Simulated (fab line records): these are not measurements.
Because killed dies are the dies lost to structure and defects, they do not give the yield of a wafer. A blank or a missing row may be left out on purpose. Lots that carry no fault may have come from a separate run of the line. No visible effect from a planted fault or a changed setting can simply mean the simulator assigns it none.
Matching of chambers :: flow sky130 :: SKY_VIA4_CMP_02 on cmp-01: 4 sister chambers
The step polishes SiO2. 8 wafers are shown with their chamber, then 10 later ones without.

== WAFERS WITH THEIR CHAMBER ==
wafer: L800.1
chamber: 3
motor_current_A (A): 11.3

wafer: L800.5
chamber: 1
motor_current_A (A): 10.6

wafer: L800.6
chamber: 2
motor_current_A (A): 9.3

wafer: L803.3
chamber: 0
motor_current_A (A): 12.8

wafer: L803.5
chamber: 1
motor_current_A (A): 11.3

wafer: L803.6
chamber: 0
motor_current_A (A): 13.5

wafer: L802.3
chamber: 3
motor_current_A (A): 11.5

wafer: L802.4
chamber: 2
motor_current_A (A): 9.6

== WAFERS WITH NO CHAMBER GIVEN ==
wafer: L802.5
motor_current_A (A): 13.0

wafer: L804.1
motor_current_A (A): 9.1

wafer: L804.5
motor_current_A (A): 11.1

wafer: L804.6
motor_current_A (A): 13.1

wafer: L809.1
motor_current_A (A): 11.4

wafer: L809.2
motor_current_A (A): 10.8

wafer: L809.6
motor_current_A (A): 11.3

wafer: L810.1
motor_current_A (A): 11.2

wafer: L810.3
motor_current_A (A): 9.5

wafer: L810.5
motor_current_A (A): 9.0

== CHAMBER TAKEN BY EACH ==
wafer: L802.5
from the rows above: 0
in truth: 0

wafer: L804.1
from the rows above: 2
in truth: 2

wafer: L804.5
from the rows above: can't be placed: 1 or 3
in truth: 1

wafer: L804.6
from the rows above: 0
in truth: 0

wafer: L809.1
from the rows above: can't be placed: 3 or 1
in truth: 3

wafer: L809.2
from the rows above: can't be placed: 1 or 3
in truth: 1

wafer: L809.6
from the rows above: can't be placed: 3 or 1
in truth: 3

wafer: L810.1
from the rows above: can't be placed: 3 or 1
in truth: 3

wafer: L810.3
from the rows above: 2
in truth: 2

wafer: L810.5
from the rows above: 2
in truth: 2
5 of 10 placed correctly. Not placeable from these rows: 5 (in 5, the candidates include the true chamber). Placed wrongly: 0.
How it was worked out, from the rows above alone: a wafer's distance from a chamber is the root of the sum, over the readings, of the square of ((its reading less the chamber's mean) divided by the reading's scatter). If the next closest chamber is less than 2 further off than the closest, the wafer can't be placed; otherwise it belongs to the closest. Each chamber's mean is taken over the wafers shown for it. The scatter is the square root of a quotient: the sum, over the shown wafers, of each reading's squared deviation from its chamber's mean, divided by wafers minus chambers.
